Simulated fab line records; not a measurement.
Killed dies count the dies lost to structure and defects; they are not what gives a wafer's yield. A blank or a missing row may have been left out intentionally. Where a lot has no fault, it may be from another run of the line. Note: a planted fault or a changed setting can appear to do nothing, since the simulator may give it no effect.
Which tool did it? ; flow gf180mcu ; 21 wafers from 7 lots sampled at 3 of the route's 602 steps

## WHAT EACH GAUGE READ, for each wafer
GF_SALICIDE_THK_MEAS_05: measures by xrf.
lot;measured;on;SALICIDE_TIN_THK (nm)
L173;day 15 15:35;film-metro-04;20.15 19.98 19.65
L176;day 16 20:13;film-metro-04;20.09 20.24 20.03
L178;day 17 06:31;film-metro-04;19.78 19.76 19.87
L180;day 18 02:09;film-metro-02;20.09 20.09 20.25
L182;day 18 22:55;film-metro-04;19.96 20.33 20.01
L192;day 22 05:41;film-metro-02;20.06 19.65 19.98
L195;day 23 06:14;film-metro-02;20.21 19.99 20.06

## WHICH TOOL RAN EACH LOT (tool, then ch and the chambers of the sampled wafers, then the start)
lot;GF_HV_LDD_SOFTBAKE_42;GF_SALICIDE_SPUTTER_03
L173;litho-track-02 ch 0, day 12 11:22;pvd-sputter-02, day 15 15:26
L176;litho-track-04 ch 0, day 13 12:29;pvd-sputter-01, day 16 20:04
L178;litho-track-04 ch 0, day 13 22:22;pvd-sputter-04, day 17 06:22
L180;litho-track-02 ch 0, day 14 15:22;pvd-sputter-01, day 18 01:59
L182;litho-track-03 ch 0, day 15 09:47;pvd-sputter-01, day 18 22:46
L192;litho-track-04 ch 0, day 18 11:52;pvd-sputter-02, day 22 05:32
L195;litho-track-03 ch 0, day 19 15:04;pvd-sputter-01, day 23 06:05
- GF_HV_LDD_SOFTBAKE_42: time 60 s.
- GF_SALICIDE_SPUTTER_03: material TiN, target thk 20 nm, time 16.7 s.

## THE ANSWER, worked out from the rows above alone
Rule: the lots themselves supply what counts as usual. Put in order of their means at a reading, lots are off if they are a third of the lots or fewer, leave a main group of 4 or more, and stand apart from it by a gap of 3 or more times the standard deviation of the main group's means; of several such gaps the widest counts. The tables above print the reading to a certain number of digits; a main group whose means all agree to those digits is not used. Also off: a lot with no number at a reading for which 4 or more lots have one. All remaining lots with rows at the step are treated as sound.
No lot is off on any of the readings shown, so nothing can be concluded from this.

## WHAT THE SIMULATOR HAD INSERTED
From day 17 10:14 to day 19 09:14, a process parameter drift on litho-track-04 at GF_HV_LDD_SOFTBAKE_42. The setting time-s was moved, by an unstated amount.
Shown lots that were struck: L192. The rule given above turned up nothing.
